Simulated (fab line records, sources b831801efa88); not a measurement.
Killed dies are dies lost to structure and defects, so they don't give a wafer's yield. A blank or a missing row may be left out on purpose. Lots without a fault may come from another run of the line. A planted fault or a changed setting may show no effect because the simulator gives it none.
fab line records | flow sky130 | part 2 of 2: steps 28 to 40 of 40
record lots=5 wafers=15 last_day=49
route steps=708 shown RES_PROTECT@208 POLY_GATE@213 LDD_N@237
lots that met no fault: from a run of the same line without faults
start_h: hours from the record's first day to the start of the lot's first wafer shown | wait_h: hours since the lot's step before | " the same as in the row above | L1.1+2: a row that stands for several wafers | - no value, or no start given | * or withheld: withheld | < > ~ a bound
route shown NAME@n: a module of which the file shows steps, and the number in the route of the first | usual: mean/standard deviation of fault-free wafers | same: alike in all rows | chamber/n: place in a boat | sites: the reading at each site | _std_site: their standard deviation | _edge_site: outer sites' mean less inner sites' | radius_mm: how far each site lies from the wafer's centre | mask NAME#n: copy n | behind: the tool/chamber that last shaped the wafer | hold: why the lot was held/for how many hours/how that ended | device: the transistor (n, p or np) that didn't switch | end of line: the same wafers' tests at the end of the route | a step without rows: its recipe alone | killed: dies lost to structure and defects at the first sort, not the wafer's yield | map: a wafer's dies, x killed, . not, _ none there
set.NAME: the setting as run; set.NAME@STEP: as run at that earlier step | model.NAME: the simulator's own value behind a step, which no gauge read
lots at some steps of the route; a table a step, a row a wafer
services: from which hour (start_h, from the record's first day; less than 0 if before it) a tool's chamber was out of use, for how many hours, and why
## steps
# step SKY_POLY_GATE_THK_MEAS_21
# recipe reads=SiO2_of_POLY_GATE_OXIDATION_20
# usual POLY_GATE_OXIDATION_THK=3.95/0.08
# columns lot.wafer tool chamber start_h wait_h POLY_GATE_OXIDATION_THK[nm]
L077.2 film_metro-02 - 419.99 0.0 4.01
L077.3 " - " " 4.01
L077.5 " - " " 3.99
L078.1 film_metro-01 - 428.88 0.0 3.98
L078.5 " - " " 3.88
L078.6 " - " " 3.91
L086.1 film_metro-01 - 478.77 0.0 3.86
L086.4 " - " " 3.82
L086.6 " - " " 3.84
L085.2 film_metro-02 - 480.17 0.0 4.03
L085.4 " - " " 3.97
L085.5 " - " " 3.96
L091.1 film_metro-02 - 517.81 0.0 3.91
L091.2 " - " " 3.98
L091.4 " - " " 3.96
# step SKY_POLY_GATE_CD_MEAS_22
# usual cd_nm=150.0/1.5
# columns lot.wafer tool chamber start_h wait_h cd_nm
L077.2 cd_sem-02 - 420.23 0.2 148.7
L077.3 " - " " 150.0
L077.5 " - " " 149.1
L078.1 cd_sem-02 - 428.94 0.1 152.0
L078.5 " - " " 151.8
L078.6 " - " " 151.3
L086.1 cd_sem-02 - 478.83 0.1 150.7
L086.4 " - " " 152.6
L086.6 " - " " 149.8
L085.2 cd_sem-01 - 480.25 0.1 147.3
L085.4 " - " " 147.8
L085.5 " - " " 147.4
L091.1 cd_sem-01 - 517.87 0.1 149.0
L091.2 " - " " 147.1
L091.4 " - " " 149.7
# step SKY_LDD_N_DEHYDRATE_00
# recipe temp_c=200 time_s=60
# columns lot.wafer tool chamber start_h wait_h
L077.2+3+5 litho_track-03 0 435.15 14.9
L078.1+5+6 litho_track-01 0 443.73 14.8
L086.1+4+6 litho_track-03 0 494.13 15.3
L085.2+4+5 litho_track-03 0 495.05 14.8
L091.1+2+4 litho_track-03 0 533.18 15.3
# step SKY_LDD_N_HMDS_01
# recipe prime_time_s=60 prime_temp_c=120
# columns lot.wafer tool chamber start_h wait_h
L077.2+3+5 litho_track-03 0 435.30 0.1
L078.1+5+6 litho_track-01 0 443.88 0.1
L086.1+4+6 litho_track-03 0 494.28 0.1
L085.2+4+5 litho_track-03 0 495.20 0.1
L091.1+2+4 litho_track-03 0 533.33 0.1
# step SKY_LDD_N_COAT_02
# recipe resist=NOVOLAK spin_rpm=3000 resist_thk_nm=296.5
# columns lot.wafer tool chamber start_h wait_h
L077.2+3+5 litho_track-03 0 435.45 0.1
L078.1+5+6 litho_track-01 0 444.03 0.1
L086.1+4+6 litho_track-03 0 494.43 0.1
L085.2+4+5 litho_track-03 0 495.35 0.1
L091.1+2+4 litho_track-03 0 533.48 0.1
# step SKY_LDD_N_SOFTBAKE_03
# recipe temp_c=90 time_s=60 resist=NOVOLAK
# columns lot.wafer tool chamber start_h wait_h
L077.2+3+5 litho_track-03 0 435.60 0.1
L078.1+5+6 litho_track-01 0 444.18 0.1
L086.1+4+6 litho_track-03 0 494.58 0.1
L085.2+4+5 litho_track-03 0 495.50 0.1
L091.1+2+4 litho_track-03 0 533.63 0.1
# step SKY_LDD_N_EXPOSE_04
# recipe mask_id=NTM target_cd_nm=840 na=0.6 source_shape=conventional sigma_outer=0.6 dose_mj=110
# usual exposure_dose_mJ_cm2=110.00/0.11
# columns lot.wafer tool chamber start_h wait_h mask exposure_dose_mJ_cm2
L077.2 iline_stepper-02 0 - - NTM#0 109.87
L077.3 " 0 " " NTM#0 109.86
L077.5 " 0 " " NTM#0 109.94
L078.1 iline_stepper-01 0 - - NTM#0 110.07
L078.5 " 0 " " NTM#0 110.08
L078.6 " 0 " " NTM#0 110.06
L086.1 iline_stepper-01 0 - - NTM#0 109.89
L086.4 " 0 " " NTM#0 109.96
L086.6 " 0 " " NTM#0 110.07
L085.2 iline_stepper-02 0 - - NTM#0 110.04
L085.4 " 0 " " NTM#0 109.92
L085.5 " 0 " " NTM#0 110.03
L091.1 iline_stepper-02 0 - - NTM#0 109.90
L091.2 " 0 " " NTM#0 110.01
L091.4 " 0 " " NTM#0 109.87
# step SKY_LDD_N_PEB_05
# recipe temp_c=withheld time_s=* resist=NOVOLAK
# columns lot.wafer tool chamber start_h wait_h
L077.2+3+5 litho_track-03 0 - -
L078.1+5+6 litho_track-03 0 - -
L086.1+4+6 litho_track-02 0 - -
L085.2+4+5 litho_track-03 0 - -
L091.1+2+4 litho_track-02 0 - -
# step SKY_LDD_N_DEVELOP_06
# recipe develop_time_s=60 dev_temp_c=23
# columns lot.wafer tool chamber start_h wait_h
L077.2+3+5 litho_track-03 0 450.80 0.1
L078.1+5+6 litho_track-03 0 459.83 0.1
L086.1+4+6 litho_track-02 0 509.22 0.1
L085.2+4+5 litho_track-03 0 510.00 0.1
L091.1+2+4 litho_track-02 0 547.57 0.1
# step SKY_LDD_N_OVL_MEAS_07
# usual LDD_N_OVL=0.5/1.3
# columns lot.wafer tool chamber start_h wait_h LDD_N_OVL[nm]
L077.2 overlay-02 - 450.93 0.1 -0.2
L077.3 " - " " 0.9
L077.5 " - " " -0.4
L078.1 overlay-01 - 459.98 0.1 1.0
L078.5 " - " " 3.2
L078.6 " - " " 1.1
L086.1 overlay-01 - 509.37 0.1 3.1
L086.4 " - " " 0.9
L086.6 " - " " 0.1
L085.2 overlay-01 - 510.13 0.1 1.1
L085.4 " - " " -0.7
L085.5 " - " " -0.2
L091.1 overlay-01 - 547.72 0.1 0.6
L091.2 " - " " -0.1
L091.4 " - " " 0.4
# step SKY_LDD_N_IMPLANT_08
# recipe species=As energy_kev=20 dose_cm2=7.5e+13 tilt_deg=withheld rotation_deg=23
# usual dose_ions_cm2=7.499e+13/8e+10
# columns lot.wafer tool chamber start_h wait_h dose_ions_cm2
L077.2 implanter-03 0 450.99 0.0 7.505e+13
L077.3 " 0 " " 7.496e+13
L077.5 " 0 " " 7.499e+13
L078.1 implanter-04 0 460.01 0.0 7.501e+13
L078.5 " 0 " " 7.5e+13
L078.6 " 0 " " 7.497e+13
L086.1 implanter-04 0 509.40 0.0 7.49e+13
L086.4 " 0 " " 7.495e+13
L086.6 " 0 " " 7.499e+13
L085.2 implanter-02 0 510.19 0.0 7.499e+13
L085.4 " 0 " " 7.504e+13
L085.5 " 0 " " 7.504e+13
L091.1 implanter-04 0 547.75 0.0 7.495e+13
L091.2 " 0 " " 7.502e+13
L091.4 " 0 " " 7.495e+13
# step SKY_LDD_N_IMPLANT_09
# recipe species=As energy_kev=20 dose_cm2=7.5e+13 tilt_deg=withheld rotation_deg=113
# usual dose_ions_cm2=7.499e+13/8.4e+10
# columns lot.wafer tool chamber start_h wait_h dose_ions_cm2
L077.2 implanter-03 0 451.14 0.1 7.512e+13
L077.3 " 0 " " 7.503e+13
L077.5 " 0 " " 7.514e+13
L078.1 implanter-04 0 460.16 0.1 7.509e+13
L078.5 " 0 " " 7.505e+13
L078.6 " 0 " " 7.499e+13
L086.1 implanter-04 0 509.55 0.1 7.498e+13
L086.4 " 0 " " 7.504e+13
L086.6 " 0 " " 7.502e+13
L085.2 implanter-02 0 510.34 0.1 7.502e+13
L085.4 " 0 " " 7.498e+13
L085.5 " 0 " " 7.501e+13
L091.1 implanter-04 0 547.90 0.1 7.511e+13
L091.2 " 0 " " 7.511e+13
L091.4 " 0 " " 7.5e+13
# step SKY_LDD_N_IMPLANT_10
# recipe species=As energy_kev=20 dose_cm2=7.5e+13 tilt_deg=withheld rotation_deg=203
# usual dose_ions_cm2=7.498e+13/8.5e+10
# columns lot.wafer tool chamber start_h wait_h dose_ions_cm2
L077.2 implanter-03 0 451.29 0.1 7.493e+13
L077.3 " 0 " " 7.475e+13
L077.5 " 0 " " 7.484e+13
L078.1 implanter-04 0 460.31 0.1 7.489e+13
L078.5 " 0 " " 7.503e+13
L078.6 " 0 " " 7.498e+13
L086.1 implanter-04 0 509.70 0.1 7.492e+13
L086.4 " 0 " " 7.492e+13
L086.6 " 0 " " 7.484e+13
L085.2 implanter-02 0 510.49 0.1 7.504e+13
L085.4 " 0 " " 7.508e+13
L085.5 " 0 " " 7.502e+13
L091.1 implanter-04 0 548.05 0.1 7.496e+13
L091.2 " 0 " " 7.499e+13
L091.4 " 0 " " 7.496e+13
## services
# columns tool chamber start_h hours kind
krf_scanner-02 - 347.67 4.0 pm
iline_stepper-01 - 348.22 2.3 repair
furnace-01 - 357.08 3.9 pm
wet_bench-04 - 362.37 1.8 repair
plasma_asher-02 - 376.71 1.2 repair
iline_stepper-02 - 393.96 4.3 pm
implanter-02 - 397.58 2.9 repair
rie_diel-02 - 400.35 0.3 repair
implanter-02 - 406.96 2.7 repair
implanter-03 - 423.49 2.9 pm
krf_scanner-02 - 440.50 1.3 pm
rie_diel-02 1 442.76 5.7 repair
rie_diel-02 - 453.60 0.1 repair
plasma_asher-02 - 456.51 1.2 repair
iline_stepper-02 - 461.11 8.9 pm
implanter-03 - 466.74 3.8 repair
plasma_asher-02 - 469.28 0.7 repair
iline_stepper-02 - 470.00 4.4 pm
iline_stepper-01 - 474.44 1.7 pm
plasma_asher-02 - 512.50 2.8 pm
rie_diel-02 1 526.36 3.1 repair
implanter-02 - 526.93 1.8 repair
implanter-02 - 528.41 5.1 repair
iline_stepper-01 - 534.74 8.9 pm
